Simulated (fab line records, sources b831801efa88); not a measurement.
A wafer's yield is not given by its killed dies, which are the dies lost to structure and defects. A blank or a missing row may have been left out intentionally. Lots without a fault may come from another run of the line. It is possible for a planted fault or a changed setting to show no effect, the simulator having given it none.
fab line records + flow gf180mcu
record
- lots=13
- wafers=39
- last-day=34
route steps=602 shown SALICIDE@280 V2@397
lots that met no fault: taken from a fault-free run of the same line
start-h: the number of hours between the record's first day and the start of the first shown wafer of the lot + wait-h: time in hours since the lot's previous step + " unchanged from the row above + L1.1+2: one row covering several wafers at once + - value missing, or start not given + * or withheld: withheld + < > ~ a bound
route shown NAME@n: names a module that has steps shown in the file, with the first one's number in the route + usual: the fault-free wafers' mean and standard deviation + same: alike in all rows + chamber/n: place in a boat + sites: each site's reading + _std_site: the standard deviation of these + _edge_site: the outer-site mean with the inner-site mean subtracted + radius-mm: for every site, how far away it sits from the centre of the wafer + mask NAME#n: copy n + behind: the most recent tool/chamber to have shaped the wafer + hold: reason for holding the lot/hours on hold/outcome of the hold + device: transistor that didn't switch, given as n, p or np + end of line: the same wafers' tests at the end of the route + a step with no rows: only its recipe + killed: the dies lost at the first sort to structure and to defects; this is not the yield of the wafer + map: per-die view of a wafer (x killed, . not killed, _ where there is no die)
set.NAME: setting as actually run; set.NAME@STEP: the setting as run at that earlier step + model.NAME: the simulator's own value behind a step, which no gauge read
route steps across a sampled set of lots; one table per step, one row per wafer
services: the hour from which a tool's chamber was out of use, counted from the record's first day as start-h (under 0 if before that day), plus the number of hours and why
## steps
# step GF_SALICIDE_SPUTTER_02
# recipe
- material=Co
- target-thk-nm=10
- power-w=1000
- time-s=20
- chamber-pressure-pa=0.4
# usual
- throttle-valve-pct=30.0/1.5
| lot.wafer | tool           | chamber | start-h | wait-h | throttle-valve-pct |
|-----------|----------------|---------|---------|--------|--------------------|
| L106.1    | pvd-sputter-02 | -       | 343.50  | 0.0    | 28.3               |
| L106.3    | "              | -       | "       | "      | 30.7               |
| L106.4    | "              | -       | "       | "      | 29.0               |
| L107.2    | pvd-sputter-01 | -       | 352.36  | 0.0    | 28.6               |
| L107.3    | "              | -       | "       | "      | 28.9               |
| L107.4    | "              | -       | "       | "      | 29.6               |
| L108.4    | pvd-sputter-02 | -       | 357.42  | 0.0    | 33.6               |
| L108.5    | "              | -       | "       | "      | 30.6               |
| L108.6    | "              | -       | "       | "      | 28.8               |
| L109.2    | pvd-sputter-01 | -       | 374.96  | 0.0    | 28.6               |
| L109.3    | "              | -       | "       | "      | 29.8               |
| L109.5    | "              | -       | "       | "      | 31.9               |
| L113.1    | pvd-sputter-02 | -       | 411.86  | 0.0    | 28.1               |
| L113.2    | "              | -       | "       | "      | 29.0               |
| L113.3    | "              | -       | "       | "      | 33.6               |
| L114.1    | pvd-sputter-02 | -       | 417.12  | 0.0    | 30.6               |
| L114.3    | "              | -       | "       | "      | 28.8               |
| L114.5    | "              | -       | "       | "      | 30.6               |
| L115.2    | pvd-sputter-02 | -       | 433.81  | 0.0    | 30.6               |
| L115.4    | "              | -       | "       | "      | 28.2               |
| L115.5    | "              | -       | "       | "      | 29.1               |
| L118.2    | pvd-sputter-02 | -       | 448.50  | 0.0    | 28.6               |
| L118.3    | "              | -       | "       | "      | 28.2               |
| L118.6    | "              | -       | "       | "      | 30.4               |
| L125.4    | pvd-sputter-01 | -       | 511.58  | 0.0    | 29.9               |
| L125.5    | "              | -       | "       | "      | 28.7               |
| L125.6    | "              | -       | "       | "      | 28.8               |
| L126.1    | pvd-sputter-04 | -       | 515.21  | 0.0    | 30.4               |
| L126.4    | "              | -       | "       | "      | 29.5               |
| L126.6    | "              | -       | "       | "      | 29.6               |
| L127.4    | pvd-sputter-02 | -       | 521.36  | 0.0    | 27.9               |
| L127.5    | "              | -       | "       | "      | 28.2               |
| L127.6    | "              | -       | "       | "      | 30.6               |
| L128.4    | pvd-sputter-04 | -       | 530.35  | 0.0    | 30.1               |
| L128.5    | "              | -       | "       | "      | 29.0               |
| L128.6    | "              | -       | "       | "      | 29.4               |
| L129.2    | pvd-sputter-02 | -       | 537.61  | 0.0    | 28.9               |
| L129.3    | "              | -       | "       | "      | 28.2               |
| L129.4    | "              | -       | "       | "      | 33.7               |
# step GF_SALICIDE_RS_MEAS_04
# recipe
- thk-meas-gauge=four-point-probe
- reads=TiN_of_SALICIDE_SPUTTER_03+Co_of_SALICIDE_SPUTTER_02
# usual
- SALICIDE_TIN_RS=16.33/0.3
| lot.wafer | tool          | chamber | start-h | wait-h | SALICIDE_TIN_RS[ohm/sq] |
|-----------|---------------|---------|---------|--------|-------------------------|
| L106.1    | film-metro-03 | -       | 343.55  | 0.0    | 16.82                   |
| L106.3    | "             | -       | "       | "      | 16.57                   |
| L106.4    | "             | -       | "       | "      | 16.60                   |
| L107.2    | film-metro-04 | -       | 352.44  | 0.0    | 15.86                   |
| L107.3    | "             | -       | "       | "      | 15.69                   |
| L107.4    | "             | -       | "       | "      | 16.44                   |
| L108.4    | film-metro-03 | -       | 357.53  | 0.1    | 16.55                   |
| L108.5    | "             | -       | "       | "      | 16.38                   |
| L108.6    | "             | -       | "       | "      | 16.28                   |
| L109.2    | film-metro-03 | -       | 375.03  | 0.0    | 16.48                   |
| L109.3    | "             | -       | "       | "      | 16.60                   |
| L109.5    | "             | -       | "       | "      | 16.29                   |
| L113.1    | film-metro-02 | -       | 411.92  | 0.0    | 16.53                   |
| L113.2    | "             | -       | "       | "      | 16.44                   |
| L113.3    | "             | -       | "       | "      | 16.69                   |
| L114.1    | film-metro-03 | -       | 417.17  | 0.0    | 16.08                   |
| L114.3    | "             | -       | "       | "      | 16.46                   |
| L114.5    | "             | -       | "       | "      | 16.11                   |
| L115.2    | film-metro-03 | -       | 433.89  | 0.0    | 29.45                   |
| L115.4    | "             | -       | "       | "      | 30.67                   |
| L115.5    | "             | -       | "       | "      | 30.04                   |
| L118.2    | film-metro-03 | -       | 448.58  | 0.0    | 28.67                   |
| L118.3    | "             | -       | "       | "      | 28.94                   |
| L118.6    | "             | -       | "       | "      | 28.15                   |
| L125.4    | film-metro-04 | -       | 511.69  | 0.1    | 16.74                   |
| L125.5    | "             | -       | "       | "      | 16.64                   |
| L125.6    | "             | -       | "       | "      | 16.47                   |
| L126.1    | film-metro-02 | -       | 515.26  | 0.0    | 16.30                   |
| L126.4    | "             | -       | "       | "      | 16.03                   |
| L126.6    | "             | -       | "       | "      | 16.17                   |
| L127.4    | film-metro-02 | -       | 521.47  | 0.1    | 16.61                   |
| L127.5    | "             | -       | "       | "      | 16.33                   |
| L127.6    | "             | -       | "       | "      | 16.00                   |
| L128.4    | film-metro-04 | -       | 530.46  | 0.1    | 16.55                   |
| L128.5    | "             | -       | "       | "      | 16.47                   |
| L128.6    | "             | -       | "       | "      | 16.40                   |
| L129.2    | film-metro-02 | -       | 537.68  | 0.0    | 16.60                   |
| L129.3    | "             | -       | "       | "      | 16.61                   |
| L129.4    | "             | -       | "       | "      | 16.81                   |
# step GF_V2_OVL_MEAS_15
# usual
- V2_OVL=0/5.6
| lot.wafer | tool       | chamber | start-h | wait-h | V2_OVL[nm] |
|-----------|------------|---------|---------|--------|------------|
| L106.1    | overlay-02 | -       | 472.53  | 0.1    | -9         |
| L106.3    | "          | -       | "       | "      | 5          |
| L106.4    | "          | -       | "       | "      | -5         |
| L107.2    | overlay-01 | -       | 478.64  | 0.1    | -4         |
| L107.3    | "          | -       | "       | "      | 5          |
| L107.4    | "          | -       | "       | "      | 3          |
| L108.4    | overlay-01 | -       | 483.72  | 0.1    | 4          |
| L108.5    | "          | -       | "       | "      | 4          |
| L108.6    | "          | -       | "       | "      | 0          |
| L109.2    | overlay-01 | -       | 502.19  | 0.1    | -2         |
| L109.3    | "          | -       | "       | "      | 2          |
| L109.5    | "          | -       | "       | "      | 2          |
| L113.1    | overlay-01 | -       | 539.94  | 0.1    | 0          |
| L113.2    | "          | -       | "       | "      | -9         |
| L113.3    | "          | -       | "       | "      | 2          |
| L114.1    | overlay-02 | -       | 543.85  | 0.1    | -1         |
| L114.3    | "          | -       | "       | "      | -4         |
| L114.5    | "          | -       | "       | "      | -3         |
| L115.2    | overlay-02 | -       | 559.24  | 0.1    | 2          |
| L115.4    | "          | -       | "       | "      | -6         |
| L115.5    | "          | -       | "       | "      | 5          |
| L118.2    | overlay-02 | -       | 573.23  | 0.1    | 0          |
| L118.3    | "          | -       | "       | "      | -1         |
| L118.6    | "          | -       | "       | "      | 2          |
| L125.4    | overlay-01 | -       | 629.32  | 0.1    | -11        |
| L125.5    | "          | -       | "       | "      | -6         |
| L125.6    | "          | -       | "       | "      | -7         |
| L126.1    | overlay-02 | -       | 631.23  | 0.1    | 8          |
| L126.4    | "          | -       | "       | "      | 1          |
| L126.6    | "          | -       | "       | "      | 10         |
| L127.4    | overlay-01 | -       | 636.45  | 0.1    | 0          |
| L127.5    | "          | -       | "       | "      | -2         |
| L127.6    | "          | -       | "       | "      | -4         |
| L128.4    | overlay-01 | -       | 644.85  | 0.1    | -1         |
| L128.5    | "          | -       | "       | "      | 2          |
| L128.6    | "          | -       | "       | "      | 0          |
| L129.2    | overlay-01 | -       | 651.52  | 0.1    | 2          |
| L129.3    | "          | -       | "       | "      | -1         |
| L129.4    | "          | -       | "       | "      | -3         |
# step GF_V2_ETCH_16
# recipe
- chemistry=N2/H2
- target-depth-a=withheld
- overetch-a=withheld
- time-s=withheld
- target=BARC
- ion-energy-ev=200
- source-w=500
- bias-w=100
- pressure-mtorr=30
- n2-flow-sccm=100
- h2-flow-sccm=200
# usual
- chamber-pressure-mTorr=30.001/0.029
- drypump-motor-current-A=5.7/0.32
- oes-product-au=0.855/0.0048
- throttle-valve-pct=13.225/0.01
| lot.wafer | tool        | chamber | start-h | wait-h | chamber-pressure-mTorr | drypump-motor-current-A | oes-product-au | throttle-valve-pct |
|-----------|-------------|---------|---------|--------|------------------------|-------------------------|----------------|--------------------|
| L106.1    | rie-diel-03 | 2       | 472.57  | 0.0    | 30.015                 | 6.0                     | 0.851          | 13.217             |
| L106.3    | "           | 0       | "       | "      | 30.029                 | 5.7                     | 0.853          | 13.212             |
| L106.4    | "           | 1       | "       | "      | 29.979                 | 5.5                     | 0.859          | 13.204             |
| L107.2    | rie-diel-04 | 2       | 478.67  | 0.0    | 30.043                 | 6.2                     | 0.861          | 13.229             |
| L107.3    | "           | 1       | "       | "      | 30.005                 | 4.9                     | 0.856          | 13.231             |
| L107.4    | "           | 0       | "       | "      | 30.018                 | 5.6                     | 0.860          | 13.222             |
| L108.4    | rie-diel-04 | 0       | 483.74  | 0.0    | 29.991                 | 5.6                     | 0.852          | 13.214             |
| L108.5    | "           | 1       | "       | "      | 30.031                 | 5.0                     | 0.851          | 13.228             |
| L108.6    | "           | 2       | "       | "      | 30.010                 | 6.1                     | 0.852          | 13.213             |
| L109.2    | rie-diel-02 | 1       | 502.22  | 0.0    | 30.002                 | 5.6                     | 0.849          | 13.228             |
| L109.3    | "           | 0       | "       | "      | 29.977                 | 5.7                     | 0.860          | 13.215             |
| L109.5    | "           | 3       | "       | "      | 29.987                 | 5.6                     | 0.856          | 13.233             |
| L113.1    | rie-diel-04 | 2       | 539.97  | 0.0    | 29.989                 | 6.2                     | 0.856          | 13.232             |
| L113.2    | "           | 0       | "       | "      | 29.980                 | 5.5                     | 0.855          | 13.234             |
| L113.3    | "           | 3       | "       | "      | 30.028                 | 6.1                     | 0.855          | 13.223             |
| L114.1    | rie-diel-03 | 2       | 543.88  | 0.0    | 29.981                 | 5.9                     | 0.858          | 13.230             |
| L114.3    | "           | 1       | "       | "      | 30.032                 | 5.5                     | 0.858          | 13.232             |
| L114.5    | "           | 0       | "       | "      | 30.015                 | 5.7                     | 0.850          | 13.223             |
| L115.2    | rie-diel-02 | 2       | 559.27  | 0.0    | 29.957                 | 5.9                     | 0.853          | 13.234             |
| L115.4    | "           | 2       | "       | "      | 29.989                 | 5.9                     | 0.858          | 13.237             |
| L115.5    | "           | 3       | "       | "      | 30.017                 | 5.6                     | 0.858          | 13.224             |
| L118.2    | rie-diel-02 | 3       | 573.26  | 0.0    | 29.981                 | 5.6                     | 0.857          | 13.227             |
| L118.3    | "           | 1       | "       | "      | 29.985                 | 5.6                     | 0.859          | 13.233             |
| L118.6    | "           | 0       | "       | "      | 30.025                 | 5.7                     | 0.844          | 13.214             |
| L125.4    | rie-diel-02 | 3       | 629.35  | 0.0    | 29.996                 | 5.5                     | 0.854          | 13.227             |
| L125.5    | "           | 0       | "       | "      | 30.055                 | 5.7                     | 0.849          | 13.229             |
| L125.6    | "           | 1       | "       | "      | 29.997                 | 5.6                     | 0.858          | 13.227             |
| L126.1    | rie-diel-04 | 2       | 631.26  | 0.0    | 29.987                 | 6.1                     | 0.856          | 13.223             |
| L126.4    | "           | 3       | "       | "      | 30.045                 | 6.1                     | 0.856          | 13.238             |
| L126.6    | "           | 1       | "       | "      | 30.020                 | 5.0                     | 0.853          | 13.231             |
| L127.4    | rie-diel-04 | 0       | 636.47  | 0.0    | 30.017                 | 5.6                     | 0.864          | 13.223             |
| L127.5    | "           | 0       | "       | "      | 30.020                 | 5.5                     | 0.854          | 13.222             |
| L127.6    | "           | 3       | "       | "      | 30.049                 | 6.2                     | 0.861          | 13.206             |
| L128.4    | rie-diel-03 | 3       | 644.87  | 0.0    | 30.019                 | 5.7                     | 0.861          | 13.215             |
| L128.5    | "           | 3       | "       | "      | 29.983                 | 5.7                     | 0.847          | 13.202             |
| L128.6    | "           | 2       | "       | "      | 29.984                 | 6.0                     | 0.857          | 13.221             |
| L129.2    | rie-diel-02 | 0       | 651.55  | 0.0    | 30.022                 | 5.7                     | 0.853          | 13.221             |
| L129.3    | "           | 3       | "       | "      | 30.001                 | 5.6                     | 0.847          | 13.238             |
| L129.4    | "           | 2       | "       | "      | 30.047                 | 5.9                     | 0.847          | 13.227             |
# step GF_V2_ETCH_17
# recipe
- chemistry=C4F8/O2/Ar
- mask-material=KrF
- target=SiO2
- stop-on=TiN
- source-w=1500
- bias-w=1200
- pressure-mtorr=40
- c4f8-flow-sccm=withheld
- O2_flow_sccm=6
- Ar_flow_sccm=300
- time-s=withheld
- target-depth-a=6300
# usual
- chamber-pressure-mTorr=40.00/0.04
- oes-product-au=0.856/0.0047
| lot.wafer | tool        | chamber | start-h | wait-h | chamber-pressure-mTorr | oes-product-au |
|-----------|-------------|---------|---------|--------|------------------------|----------------|
| L106.1    | rie-diel-03 | 2       | -       | -      | 39.97                  | 0.856          |
| L106.3    | "           | 0       | "       | "      | 40.05                  | 0.858          |
| L106.4    | "           | 1       | "       | "      | 39.99                  | 0.853          |
| L107.2    | rie-diel-04 | 2       | -       | -      | 39.98                  | 0.860          |
| L107.3    | "           | 1       | "       | "      | 39.97                  | 0.857          |
| L107.4    | "           | 0       | "       | "      | 40.07                  | 0.866          |
| L108.4    | rie-diel-04 | 0       | -       | -      | 40.05                  | 0.858          |
| L108.5    | "           | 1       | "       | "      | 40.10                  | 0.855          |
| L108.6    | "           | 2       | "       | "      | 39.99                  | 0.855          |
| L109.2    | rie-diel-02 | 1       | -       | -      | 39.97                  | 0.858          |
| L109.3    | "           | 0       | "       | "      | 40.02                  | 0.849          |
| L109.5    | "           | 3       | "       | "      | 39.98                  | 0.855          |
| L113.1    | rie-diel-04 | 2       | -       | -      | 40.03                  | 0.857          |
| L113.2    | "           | 0       | "       | "      | 39.98                  | 0.847          |
| L113.3    | "           | 3       | "       | "      | 40.00                  | 0.860          |
| L114.1    | rie-diel-03 | 2       | -       | -      | 40.06                  | 0.860          |
| L114.3    | "           | 1       | "       | "      | 40.00                  | 0.854          |
| L114.5    | "           | 0       | "       | "      | 39.99                  | 0.849          |
| L115.2    | rie-diel-02 | 2       | -       | -      | 39.97                  | 0.851          |
| L115.4    | "           | 2       | "       | "      | 39.99                  | 0.861          |
| L115.5    | "           | 3       | "       | "      | 40.04                  | 0.851          |
| L118.2    | rie-diel-02 | 3       | -       | -      | 40.05                  | 0.851          |
| L118.3    | "           | 1       | "       | "      | 39.94                  | 0.853          |
| L118.6    | "           | 0       | "       | "      | 40.00                  | 0.853          |
| L125.4    | rie-diel-02 | 3       | -       | -      | 40.00                  | 0.862          |
| L125.5    | "           | 0       | "       | "      | 40.04                  | 0.851          |
| L125.6    | "           | 1       | "       | "      | 39.95                  | 0.860          |
| L126.1    | rie-diel-04 | 2       | -       | -      | 40.03                  | 0.853          |
| L126.4    | "           | 3       | "       | "      | 40.00                  | 0.860          |
| L126.6    | "           | 1       | "       | "      | 40.01                  | 0.857          |
| L127.4    | rie-diel-04 | 0       | -       | -      | 40.02                  | 0.856          |
| L127.5    | "           | 0       | "       | "      | 40.04                  | 0.854          |
| L127.6    | "           | 3       | "       | "      | 40.04                  | 0.855          |
| L128.4    | rie-diel-03 | 3       | -       | -      | 39.97                  | 0.861          |
| L128.5    | "           | 3       | "       | "      | 39.99                  | 0.853          |
| L128.6    | "           | 2       | "       | "      | 40.01                  | 0.858          |
| L129.2    | rie-diel-02 | 0       | -       | -      | 39.99                  | 0.855          |
| L129.3    | "           | 3       | "       | "      | 39.99                  | 0.860          |
| L129.4    | "           | 2       | "       | "      | 40.04                  | 0.855          |
## services
| tool           | chamber | start-h | hours | kind   |
|----------------|---------|---------|-------|--------|
| rie-diel-02    | 0       | 377.98  | 9.8   | repair |
| pvd-sputter-02 | -       | 383.22  | 9.4   | repair |
| rie-diel-02    | -       | 420.97  | 0.1   | repair |
| rie-diel-04    | 0       | 428.28  | 2.8   | repair |
| rie-diel-04    | 0       | 445.32  | 12.2  | repair |
| pvd-sputter-01 | -       | 454.50  | 13.3  | repair |
| pvd-sputter-01 | -       | 482.82  | 17.8  | repair |
| rie-diel-02    | -       | 482.94  | 4.3   | pm     |
| rie-diel-04    | -       | 488.98  | 2.8   | pm     |
| rie-diel-04    | 3       | 502.88  | 4.1   | repair |
| pvd-sputter-01 | -       | 521.62  | 4.1   | repair |
| rie-diel-03    | 3       | 522.27  | 4.9   | repair |
| pvd-sputter-02 | -       | 531.99  | 2.6   | repair |
| pvd-sputter-01 | -       | 537.95  | 14.4  | repair |
| rie-diel-04    | 3       | 546.85  | 9.8   | repair |
| rie-diel-03    | -       | 555.55  | 2.8   | pm     |
| pvd-sputter-02 | -       | 569.38  | 0.7   | repair |
| rie-diel-04    | -       | 576.25  | 0.3   | repair |
| rie-diel-02    | 1       | 588.51  | 8.3   | repair |
| rie-diel-04    | 1       | 590.68  | 9.4   | repair |
| rie-diel-04    | 3       | 591.27  | 4.9   | repair |
| rie-diel-02    | 2       | 609.78  | 20.7  | repair |
| rie-diel-04    | 0       | 616.51  | 6.1   | repair |
| rie-diel-03    | 1       | 640.99  | 3.8   | repair |
## key
first-sign
- step=GF_SALICIDE_RS_MEAS_04
- reading=SALICIDE_TIN_RS
- direction=up
- sigmas=44
- usual=16.33
- struck=29.32
effect none on later readings
met-at GF_SALICIDE_SPUTTER_02
struck-lots L115,L118
tester-left-out L115,L118
not-acting-at GF_V2_OVL_MEAS_15,GF_V2_ETCH_16,GF_V2_ETCH_17
onset-between 417.12 433.81
fault
- kind=process-parameter-drift
- tool=pvd-sputter-02
- chamber=-
- onset-h=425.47
- steps=GF_SALICIDE_SPUTTER_02
- channel=target-thk-nm
- offset=-4.8002
- shape=step
- end-h=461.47
- acts-in=these-recipes-only
- stated=10
# tester-left-out: of these lots the tester's yield and bins aren't shown, on N5 and GAA mostly nor the transistor test; their killed dies are dies lost to structure and defects alone, not to doping, threshold or leakage, so they don't give the yield
